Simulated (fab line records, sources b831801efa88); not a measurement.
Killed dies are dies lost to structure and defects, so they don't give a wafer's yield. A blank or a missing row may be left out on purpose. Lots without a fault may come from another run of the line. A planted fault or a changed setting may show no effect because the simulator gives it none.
Problem report in the 8D (eight disciplines) form, filled by code | flow sky130 | the parts of the form that need people (team, actions taken, sign-off) are left out

1. THE PROBLEM
killed_at_M0_to_M3 at SKY_PAD_OPEN_PROBE_99 reads a mean of 100 on 1 wafer of 1 lot; wafers without a fault read 45 with a standard deviation of 6.6. That is +8.3 standard deviations from the usual mean.
First seen on wafer L591.3, day 50 14:31, on prober-02. The record holds 3 wafers of 1 lot with a number at this step. Rule for "out", or "out of limits": more than 4 standard deviations from the usual mean. The other wafers with a number count as sound.

2. WHAT IT IS AND WHAT IT IS NOT
question                    | is                                                                                                      | is not
which readings at this step | killed_at_M0_to_M3, defect_limited_yield, killed_dies, sort_bin_5_function, sort_n_pass, sort_yield_pct | killed_at_M4_up, killed_at_contacts, killed_at_front_end, killed_at_other, killed_open, killed_short, sort_bin_6_memory
which lots                  | L591                                                                                                    | -
which wafers of those lots  | L591.3                                                                                                  | L591.1, L591.2
read on which tools         | prober-02                                                                                               | -
when                        | from day 50 14:31                                                                                       | up to then (2 sound wafers)

3. SUSPECTS, AND WHAT RULES EACH OUT
Counting: a tool at a process step up to the reading stays a suspect if it ran every lot that is out. Sound lots after the first of them don't rule it out here, since some wafers of a struck lot are sound.
- pvd_sputter-02 at SKY_VIA2_SPUTTER_20 (material TiN, target thk 20 nm, time 80 s): kept. It ran the lot that is out, L591 (day 42 15:56).
- cmp-02 at SKY_VIA4_CMP_02 (polishes SiO2): kept. It ran the lot that is out, L591 (day 47 10:59).
- rie_diel-03 at SKY_VIA4_ETCH_12 (etches SiO2 in C4F8/O2/Ar, stops on TiN, target depth 580 nm): kept. It ran the lot that is out, L591 (day 48 06:04).
- prober-02 at SKY_PAD_OPEN_PROBE_99: kept. It ran the lot that is out, L591 (day 50 14:25). Its own readings are out on those wafers: defect_limited_yield, killed_at_M0_to_M3, killed_dies, sort_bin_5_function, sort_n_pass, sort_yield_pct.
- Within cmp-02 at SKY_VIA4_CMP_02: the wafers that are out ran in chamber 3; their sound lot-mates ran in chambers 1, 2.
- Within rie_diel-03 at SKY_VIA4_ETCH_12: the wafers that are out ran in chamber 0; their sound lot-mates ran in chambers 1, 2.
Left after counting: pvd_sputter-02 at SKY_VIA2_SPUTTER_20, cmp-02 at SKY_VIA4_CMP_02, rie_diel-03 at SKY_VIA4_ETCH_12, prober-02 at SKY_PAD_OPEN_PROBE_99.

4. THE CAUSE (what the simulator had put in)
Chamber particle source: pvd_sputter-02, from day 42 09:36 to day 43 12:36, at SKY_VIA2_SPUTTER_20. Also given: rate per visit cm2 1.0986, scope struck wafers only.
Counting left 4 suspects, and this tool is among them.

5. THE CHAIN OF EFFECTS, in route order
Each row: a reading whose mean over the struck wafers that have a number lies more than 3 standard deviations from the usual. Only readings for which the record gives a usual standard deviation are gone through. hours: the time from each lot's start at the first step in this table that gives one to its start at this step, as a median over the lots. sigmas: the change in usual standard deviations.
hours | step                  | reading              | usual  | on struck wafers | change | sigmas
0     | SKY_PAD_OPEN_PROBE_99 | defect_limited_yield | 82.3 % | 72.6             | -9.7   | -5.1
0     | SKY_PAD_OPEN_PROBE_99 | killed_at_M0_to_M3   | 45     | 100              | +55    | +8.3
0     | SKY_PAD_OPEN_PROBE_99 | killed_dies          | 87     | 135              | +48    | +5.2
0     | SKY_PAD_OPEN_PROBE_99 | sort_bin_3_pad_short | 0.9 %  | 2.6              | +1.7   | +3.4
0     | SKY_PAD_OPEN_PROBE_99 | sort_bin_5_function  | 10.4 % | 18.3             | +7.9   | +4.9
0     | SKY_PAD_OPEN_PROBE_99 | sort_n_pass          | 405    | 357              | -48    | -5.3
0     | SKY_PAD_OPEN_PROBE_99 | sort_yield_pct       | 82.3 % | 72.6             | -9.7   | -5.1
The process steps in it:
- SKY_PAD_OPEN_PROBE_99

6. WHAT WOULD HAVE CAUGHT IT SOONER
In this record the first reading out of limits was taken at day 50 14:31, 197 hours after the fault began at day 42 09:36.
Of the tool readings at SKY_VIA2_SPUTTER_20 for which the record gives a usual standard deviation, none was out on any struck wafer, so an alarm limit of 4 standard deviations on them would not have fired.
All the lots that are out (1) had begun SKY_VIA2_SPUTTER_20 on pvd_sputter-02 by day 50 14:31. A hold on the tool at that time would have spared none of them.
